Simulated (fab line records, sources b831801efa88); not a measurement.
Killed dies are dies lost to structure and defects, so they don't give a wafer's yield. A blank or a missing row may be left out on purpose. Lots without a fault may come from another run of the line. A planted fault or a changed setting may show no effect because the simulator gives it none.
Which tool did it? | flow gf180mcu | 13 lots, 37 wafers sampled, at 5 steps of a route of 602

WHAT THE GAUGES READ, wafer by wafer
GF_M5_CD_MEAS_07: target cd 280 nm.
lot  | measured     | on        | cd_nm (nm)
L822 | day 26 07:34 | cd_sem-01 | 280.7 281.0 280.8
L823 | day 26 20:47 | cd_sem-01 | 279.1 279.1 280.1
L824 | day 27 08:37 | cd_sem-01 | 277.7 277.8 279.2
L825 | day 27 14:10 | cd_sem-01 | 278.9 278.3 280.6
L827 | day 28 07:01 | cd_sem-02 | 281.4 282.0 281.8
L828 | day 28 13:58 | cd_sem-01 | 281.4 281.1 280.7
L831 | day 29 23:38 | cd_sem-01 | 278.5 278.8 279.1
L833 | day 30 06:29 | cd_sem-01 | 278.5 279.2 277.7
L832 | day 30 11:23 | cd_sem-02 | 280.7 280.2 280.7
L834 | day 30 17:51 | cd_sem-01 | 279.7 280.8 280.6
L837 | day 31 03:47 | cd_sem-01 | 280.4 281.2
L838 | day 31 08:07 | cd_sem-01 | 281.1 281.7 281.5
L840 | day 31 21:09 | cd_sem-01 | 280.6 280.9

GF_V5_THK_MEAS_03.
lot  | measured     | on            | V5_CVD_02_THK (nm)
L822 | day 26 08:38 | film_metro-04 | 1469 1456 1476
L823 | day 26 21:51 | film_metro-04 | 1464 1473 1461
L824 | day 27 09:42 | film_metro-02 | 1454 1445 1470
L825 | day 27 15:25 | film_metro-04 | 1423 1435 1447
L827 | day 28 08:02 | film_metro-03 | 1453 1450 1471
L828 | day 28 15:01 | film_metro-02 | 1464 1450 1471
L831 | day 30 00:45 | film_metro-02 | 1454 1433 1455
L833 | day 30 07:31 | film_metro-04 | 1442 1490 1470
L832 | day 30 12:27 | film_metro-04 | 1430 1450 1463
L834 | day 30 18:55 | film_metro-04 | 1446 1434 1479
L837 | day 31 04:53 | film_metro-04 | 2277 1461 2273 1461
L838 | day 31 09:12 | film_metro-03 | 1441 1458 1456
L840 | day 31 22:20 | film_metro-03 | 1446 2252 1447 2253

WHICH TOOL RAN EACH LOT (tool, then ch and the chambers of the sampled wafers, then the start)
lot  | GF_MIM_SPUTTER_07            | GF_MIM_SPUTTER_08            | GF_V5_CVD_02
L822 | pvd_sputter-02, day 24 11:55 | pvd_sputter-02, day 24 11:57 | pecvd-04 ch 0,1,2, day 26 08:31
L823 | pvd_sputter-03, day 25 03:11 | pvd_sputter-03, day 25 03:13 | pecvd-02 ch 1,2, day 26 21:44
L824 | pvd_sputter-02, day 25 15:25 | pvd_sputter-02, day 25 15:28 | pecvd-04 ch 0,1,2, day 27 09:35
L825 | pvd_sputter-04, day 25 20:38 | pvd_sputter-04, day 25 20:40 | pecvd-04 ch 0,1, day 27 15:15
L827 | pvd_sputter-03, day 26 14:11 | pvd_sputter-03, day 26 14:14 | pecvd-02 ch 0,2, day 28 07:55
L828 | pvd_sputter-04, day 26 21:58 | pvd_sputter-04, day 26 22:01 | pecvd-01 ch 0,1,2, day 28 14:56
L831 | pvd_sputter-04, day 28 09:09 | pvd_sputter-04, day 28 09:11 | pecvd-02 ch 0,1,2, day 30 00:34
L833 | pvd_sputter-03, day 28 16:26 | pvd_sputter-03, day 28 16:29 | pecvd-01 ch 0,1,2, day 30 07:23
L832 | pvd_sputter-04, day 28 21:50 | pvd_sputter-04, day 28 21:53 | pecvd-04 ch 0,1,2, day 30 12:20
L834 | pvd_sputter-03, day 29 05:02 | pvd_sputter-03, day 29 05:05 | pecvd-04 ch 1,2, day 30 18:48
L837 | pvd_sputter-03, day 29 15:00 | pvd_sputter-03, day 29 15:02 | pecvd-02 ch 1,2, day 31 04:46
L838 | pvd_sputter-04, day 29 19:02 | pvd_sputter-04, day 29 19:05 | pecvd-01 ch 0,2, day 31 09:05
L840 | pvd_sputter-04, day 30 09:11 | pvd_sputter-04, day 30 09:14 | pecvd-02 ch 0,1, day 31 22:14
- GF_MIM_SPUTTER_07: material TiN, target thk 60 nm, time 50 s.
- GF_MIM_SPUTTER_08: material AlCu, target thk 200 nm, time 10.6 s.
- GF_V5_CVD_02: deposits SiO2 from TEOS, target thk 1450 nm, time 163.28 s.

WHAT THE TOOLS THEMSELVES READ (means of the sampled wafers that have a number; where no wafer has one, the mark that the record gives instead)
GF_MIM_SPUTTER_07.
lot  | tool           | throttle_valve_pct (%)
L822 | pvd_sputter-02 | 29.0
L823 | pvd_sputter-03 | 29.3
L824 | pvd_sputter-02 | 30.0
L825 | pvd_sputter-04 | 29.9
L827 | pvd_sputter-03 | 29.4
L828 | pvd_sputter-04 | 29.7
L831 | pvd_sputter-04 | 30.4
L833 | pvd_sputter-03 | 29.3
L832 | pvd_sputter-04 | 30.0
L834 | pvd_sputter-03 | 29.3
L837 | pvd_sputter-03 | 29.2
L838 | pvd_sputter-04 | 30.0
L840 | pvd_sputter-04 | 30.1

GF_MIM_SPUTTER_08.
lot  | tool           | throttle_valve_pct (%)
L822 | pvd_sputter-02 | 28.9
L823 | pvd_sputter-03 | 29.5
L824 | pvd_sputter-02 | 30.0
L825 | pvd_sputter-04 | 30.1
L827 | pvd_sputter-03 | 29.4
L828 | pvd_sputter-04 | 29.7
L831 | pvd_sputter-04 | 30.5
L833 | pvd_sputter-03 | 29.1
L832 | pvd_sputter-04 | 29.9
L834 | pvd_sputter-03 | 29.4
L837 | pvd_sputter-03 | 29.1
L838 | pvd_sputter-04 | 30.0
L840 | pvd_sputter-04 | 29.9

GF_V5_CVD_02.
lot  | tool     | heater_power_w (W)
L822 | pecvd-04 | 580
L823 | pecvd-02 | 546
L824 | pecvd-04 | 623
L825 | pecvd-04 | 672
L827 | pecvd-02 | 556
L828 | pecvd-01 | 664
L831 | pecvd-02 | 654
L833 | pecvd-01 | 702
L832 | pecvd-04 | 639
L834 | pecvd-04 | 532
L837 | pecvd-02 | 556
L838 | pecvd-01 | 743
L840 | pecvd-02 | 708

THE ANSWER, worked out from the rows above alone
Rule: what is usual is taken from the lots themselves. Put in order of their means at a reading, lots are off if they are a third of the lots or fewer, leave a main group of 4 or more, and stand apart from it by a gap of 3 or more times the standard deviation of the main group's means; of several such gaps the widest counts. A main group whose means are all the same, to the digits that the tables above print for the reading, isn't used. A lot without any number at a reading at which 4 lots or more have one is off too. The other lots that the step has rows for count as sound. The gauges are gone through in route order, then the tools' own readings, and for those a lot's mean is taken as printed above. The first step at which some lot is off is used, and at that step the reading that is off furthest; a lot without a number counts as furthest.
Off: L837, L840, at GF_V5_THK_MEAS_03 (V5_CVD_02_THK). The main group: mean 1456 nm, standard deviation 9.5.
A tool fits if, at a process step before that reading, it ran every lot that is off, and no sound lot after the first of them. The gauges at GF_V5_THK_MEAS_03 are tried like those tools. One fits: pecvd-02 at GF_V5_CVD_02. Its last sound lot is L831 (day 30 00:34), its first lot that is off L837 (day 31 04:46): a fault that began between those two fits.

WHAT THE SIMULATOR HAD PUT IN
Process parameter drift: pecvd-02, from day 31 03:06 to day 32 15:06, at GF_V5_CVD_02. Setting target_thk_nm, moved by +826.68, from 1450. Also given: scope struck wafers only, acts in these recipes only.
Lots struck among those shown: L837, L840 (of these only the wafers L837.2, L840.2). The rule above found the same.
